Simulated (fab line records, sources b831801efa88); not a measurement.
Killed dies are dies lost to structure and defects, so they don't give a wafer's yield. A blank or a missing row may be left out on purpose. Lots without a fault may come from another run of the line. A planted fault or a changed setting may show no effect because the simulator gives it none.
A struck lot beside a sound one | flow sky130 | 16 steps out of a route of 708
Sound: wafers L886.2, L886.5, L886.6. Struck: wafers L883.4, L883.5, L883.6. The cause comes at the end.
At each step with rows: each side's tool, then ch and its chambers, then its first start. Under that, the readings that differ: sound wafers | struck wafers | difference of the means | sigmas: that difference in standard deviations of wafers without a fault.
alike: readings whose means differ by less than 2 such deviations, and words and numbers that are the same on both sides. not compared: withheld readings, readings that some wafer has no value for, bounds like >300 that may hide the same value, and numbers for which the record gives no deviation and whose values overlap.
The two part at a step that has a row with sigmas, a row that says differs or no value, or rows on one side only. Numbers that don't overlap but have no deviation are shown without sigmas and don't part them. A reading that every wafer of one side lacks parts them only if that side has two wafers or more.

SKY_METAL2_THK_MEAS_06: measures by xrf.
  sound on film_metro-04, day 38 23:46; struck on film_metro-03, day 37 22:02
  alike: METAL2_ALCU_THK
then, 8 steps without rows for these wafers: SKY_METAL2_DEHYDRATE_07 (time 60 s); SKY_METAL2_HMDS_08 (prime time 60 s); SKY_METAL2_COAT_09 (resist thk 60 nm); SKY_METAL2_COAT_10 (resist thk 450 nm); SKY_METAL2_SOFTBAKE_11 (time 90 s); SKY_METAL2_EXPOSE_12 (exposes mask MM2, target cd 140 nm); SKY_METAL2_PEB_13; SKY_METAL2_DEVELOP_14 (develop time 60 s).
SKY_METAL2_CD_MEAS_15: target cd 140 nm.
  sound on cd_sem-02, day 40 00:54; struck on cd_sem-02, day 38 23:50
  reading    | sound             | struck            | difference | sigmas
  cd_nm (nm) | 138.9 139.1 139.1 | 143.1 143.3 142.2 | +3.8       | +2
SKY_METAL2_OVL_MEAS_16:
  sound on overlay-01, day 40 01:00; struck on overlay-01, day 38 23:55
  alike: METAL2_OVL
SKY_METAL2_DESCUM_17: chemistry O2, time 8 s.
  sound on rie_metal-02 ch 0,1, day 40 01:02; struck on rie_metal-04 ch 0,1, day 38 23:56
  alike: drypump_motor_current_A, oes_product_au
  not compared: rf_hours_counter_h
SKY_METAL2_ETCH_18: etches BARC in N2/H2, stops on SiO2, time 45.9 s, target depth 60 nm.
  sound on rie_metal-02 ch 0,1, day 40 01:04; struck on rie_metal-04 ch 0,1, day 38 23:59
  reading                                       | sound             | struck            | difference | sigmas
  oes_product_au (a.u.)                         | 0.846 0.857 0.852 | 0.987 0.984 1.002 | +0.139     | +30
  run_length_s (s)                              | 74.54 74.52 74.13 | 66.54 65.89 66.20 | -8.19      | -31
  model.KrF-thick_of_METAL2_COAT_10.thk_nm (nm) | 396.1 393.8 395   | 402 400.7 401.6   | +6         |
  alike: drypump_motor_current_A, throttle_valve_pct
  not compared: rf_hours_counter_h
SKY_METAL2_METAL_ETCH_19: etches the open film in Cl2/BCl3, stops on SiO2, target depth 360 nm, time 78 s.
  sound on rie_metal-02 ch 0,1, day 40 01:08; struck on rie_metal-04 ch 0,1, day 39 00:03
  alike: drypump_motor_current_A, oes_product_au, run_length_s, throttle_valve_pct
  not compared: rf_hours_counter_h, model.KrF-thick_of_METAL2_COAT_10.thk_nm
SKY_METAL2_STRIP_20: strips in O2/N2.
  sound on plasma_asher-04 ch 0,1, day 40 01:13; struck on plasma_asher-04 ch 0,1, day 39 00:08
  alike: drypump_motor_current_A, oes_product_au, strip_time_to_endpoint_s
  not compared: rf_hours_counter_h
-- the record jumps here: 10 days lie between the struck wafers' starts before and after (it left off in module METAL2 and takes up again in module PAD_OPEN, whose first step shown is number 708 of the route) --
SKY_PAD_OPEN_PROBE_99:
  sound on prober-02, day 49 15:30; struck on prober-01, day 48 19:37
  alike: defect_limited_yield, killed_at_M0_to_M3, killed_at_M4_up, killed_at_contacts, killed_at_front_end, killed_at_other, killed_dies, killed_open, killed_short, sort_bin_3_pad_short, sort_bin_5_function, sort_bin_6_memory, sort_n_pass, sort_yield_pct

WHERE THEY PART
First at SKY_METAL2_CD_MEAS_15; last, within this record, at SKY_METAL2_ETCH_18. Later steps at which nothing parts them and some readings are alike: SKY_METAL2_METAL_ETCH_19, SKY_METAL2_STRIP_20, SKY_PAD_OPEN_PROBE_99.

WHY: what the simulator had put in
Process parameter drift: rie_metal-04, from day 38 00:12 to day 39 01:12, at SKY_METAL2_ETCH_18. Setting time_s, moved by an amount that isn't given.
